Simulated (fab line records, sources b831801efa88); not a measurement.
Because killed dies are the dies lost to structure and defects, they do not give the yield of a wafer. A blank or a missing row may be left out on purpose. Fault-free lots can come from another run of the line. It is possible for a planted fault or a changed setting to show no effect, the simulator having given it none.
Code-filled problem report in 8D (eight disciplines) form / flow sky130 / the parts of the form that need people (team, actions taken, sign-off) are left out

== 1. THE PROBLEM ==
LI_CONTACT_HDPCVD_THK at SKY_LI_CONTACT_THK_MEAS_01 reads a mean of 442 nm on 5 wafers of 3 lots; wafers without a fault read 926 nm with a standard deviation of 10. Relative to the usual mean, that is a shift of -48 standard deviations.
First seen on wafer L937.1, day 31 11:21, on film metro-03. The record holds 34 wafers of 12 lots with a number at this step. Rule for "out", or "out of limits": more than 4 standard deviations from the usual mean. The rest of the wafers with a number are treated as sound.

== 2. WHAT IT IS, AND WHAT IT ISN'T ==
question=which readings at this step | is=LI_CONTACT_HDPCVD_THK | is not=-
question=which lots | is=L937, L938, L939 | is not=L927, L928, L932, L934, L935, L945, L946, L948, L949
question=which wafers of those lots | is=L937.1, L938.1, L938.3, L939.1, L939.3 | is not=L937.6, L939.5
question=read on which gauges | is=film metro-02, film metro-03 | is not=film metro-01
question=when | is=from day 31 11:21 | is not=up to then (16 sound wafers); but 13 sound wafers of L939, L945, L946, L948, L949 came after

== 3. THE SUSPECTS, EACH WITH WHAT RULES IT OUT ==
Counting: if a tool at a process step up to the reading ran every lot that is out, it stays a suspect. Sound lots after the first of them don't rule it out here, since some wafers of a struck lot are sound.
- the gauge at SKY_LI_CONTACT_THK_MEAS_01: ruled out. Those wafers that are out were read across 2 gauges (film metro-02, film metro-03).
- hdpcvd-01 at SKY_LI_CONTACT_HDPCVD_00 (deposits PSG, target thk 930 nm, time 155 s): kept. It ran every lot that is out, first L937 (day 31 11:15); its last sound lot up to then is L935 (day 30 17:25).
Remaining after the count: hdpcvd-01 at SKY_LI_CONTACT_HDPCVD_00.

== 4. THE CAUSE (what the simulator had put in) ==
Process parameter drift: hdpcvd-01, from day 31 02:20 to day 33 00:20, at SKY_LI_CONTACT_HDPCVD_00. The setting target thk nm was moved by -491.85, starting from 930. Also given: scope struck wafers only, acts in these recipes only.
The count eliminated every tool but this one.

== 5. SEQUENCE OF EFFECTS, ordered by route ==
Each row: a reading whose mean over the struck wafers that have a number lies more than 3 standard deviations from the usual. Only readings whose record carries a usual standard deviation are examined. hours: median over the lots of the time between each lot's start at the first step of this table that gives one and its start at this step. sigmas: the change, counted in usual standard deviations.
hours=0; step=SKY_LI_CONTACT_THK_MEAS_01; reading=LI_CONTACT_HDPCVD_THK; usual=926 nm; on struck wafers=442; change=-484; sigmas=-48
hours=0; step=SKY_LI_CONTACT_CMP_02; reading=time to endpoint s; usual=31.9 s; on struck wafers=15.6; change=-16.3; sigmas=-5.6
hours=27; step=SKY_LI_CONTACT_ETCH_15; reading=oes product au; usual=0.837 a.u.; on struck wafers=0.716; change=-0.121; sigmas=-25
The process steps in it:
- SKY_LI_CONTACT_CMP_02: polishes PSG.
- SKY_LI_CONTACT_ETCH_15: etches PSG in C4F8/O2/Ar, stops on Si, target depth 600 nm.

== 6. WHAT WOULD HAVE CAUGHT IT SOONER ==
The first out-of-limits reading at a measuring or inspecting step in this record came at day 31 11:21, 9 hours after the fault's start at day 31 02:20.
Of the lots that are out (3), L938, L939 began SKY_LI_CONTACT_HDPCVD_00 on hdpcvd-01 after day 31 11:21. A hold on the tool at that time would have spared those 2.
